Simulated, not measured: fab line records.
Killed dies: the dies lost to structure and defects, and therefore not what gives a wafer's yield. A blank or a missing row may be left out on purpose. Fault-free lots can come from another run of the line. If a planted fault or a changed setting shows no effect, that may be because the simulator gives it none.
A struck lot beside a sound one -- flow sky130 -- 15 out of 708 route steps
Sound: wafers L847.1, L847.2, L847.5. Wafers L855.1, L855.4, L855.5 were the ones struck. The cause is named last.
Per side, at each step with rows, come the tool, then ch with its chambers, and then its first start. Under that, the readings that differ: sound wafers -- struck wafers -- difference of the means -- sigmas: that difference in standard deviations of wafers without a fault.
alike: readings with means less than 2 such deviations apart, plus words and numbers identical on both sides. not compared: withheld readings, readings lacking a value on some wafer, bounds such as >300 that could conceal the same value, and numbers that have no deviation in the record and whose values overlap.
A row with sigmas, a row that says differs or no value, or rows on one side alone: a step with any of these is where the two part. When numbers do not overlap yet have no deviation, they are printed without sigmas and do not part them. A reading that every wafer of one side lacks parts them only if that side has two wafers or more.

first, 9 steps without rows for these wafers: SKY_CAP2M_CLEAN_17 (cleans in O3/DIW); SKY_METAL4_DEHYDRATE_05 (time 60 s); SKY_METAL4_HMDS_06 (prime time 60 s); SKY_METAL4_COAT_07 (resist thk 60 nm); SKY_METAL4_COAT_08 (resist thk 1140 nm); SKY_METAL4_SOFTBAKE_09 (time 90 s); SKY_METAL4_EXPOSE_10 (exposes mask MM4, target cd 300 nm); SKY_METAL4_PEB_11; SKY_METAL4_DEVELOP_12 (develop time 60 s).
SKY_METAL4_CD_MEAS_13: the cd target is 300 nm.
  sound on cd-sem-02 at day 43 12:02; struck on cd-sem-02 at day 45 15:47
  alike: cd-nm
SKY_METAL4_OVL_MEAS_14:
  sound on overlay-01 at day 43 12:10; struck on overlay-02 at day 45 15:54
  alike: METAL4_OVL
SKY_METAL4_DESCUM_15: chemistry O2, time 8 s.
  sound on rie-metal-03 ch 0,1, day 43 12:12; struck on rie-metal-03 ch 0,1, day 45 15:56
  alike: drypump-motor-current-A, oes-product-au
  not compared: rf-hours-counter-h
SKY_METAL4_ETCH_16: etches BARC in N2/H2, stops on SiO2, time 88.2 s, target depth 60 nm.
  sound on rie-metal-03 ch 0,1, day 43 12:14; struck on rie-metal-03 ch 0,1, day 45 15:58
reading,sound,struck,difference,sigmas
rf-fwd-power-W (W),497.2 493.9 499.2,577.2 577.6 578.8,+81.1,+48
model.KrF-thick_of_METAL4_COAT_08.thk-nm (nm),1073 1075 1075,1066 1066 1064,-9,
  alike: drypump-motor-current-A, oes-product-au, throttle-valve-pct
  not compared: rf-hours-counter-h, model.SiO2_of_CAP2M_CVD_00.thk-nm
SKY_METAL4_ETCH_17: etches SiO2 in C4F8/O2/Ar, stops on TiN, time 3.9 s, target depth 15 nm.
  sound on rie-diel-02 ch 1,2, day 43 12:20; struck on rie-diel-01 ch 0,1,3, day 45 16:04
  alike: oes-product-au, rf-fwd-power-W
  not compared: rf-hours-counter-h
-- the record jumps here: 4 days lie between the struck wafers' starts before and after (it left off in module METAL4 and takes up again in module PAD_OPEN, whose first step shown is number 708 of the route) --
SKY_PAD_OPEN_PROBE_99:
  rows exist in the record for the struck wafers here (prober-02, day 49 05:48), but not for the sound ones

## WHERE THEY PART
Earliest at SKY_METAL4_ETCH_16; latest, in this record, at SKY_PAD_OPEN_PROBE_99.

WHY: the cause the simulator had injected
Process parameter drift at SKY_METAL4_ETCH_16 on rie-metal-03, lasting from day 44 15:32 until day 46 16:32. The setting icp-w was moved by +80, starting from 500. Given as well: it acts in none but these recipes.
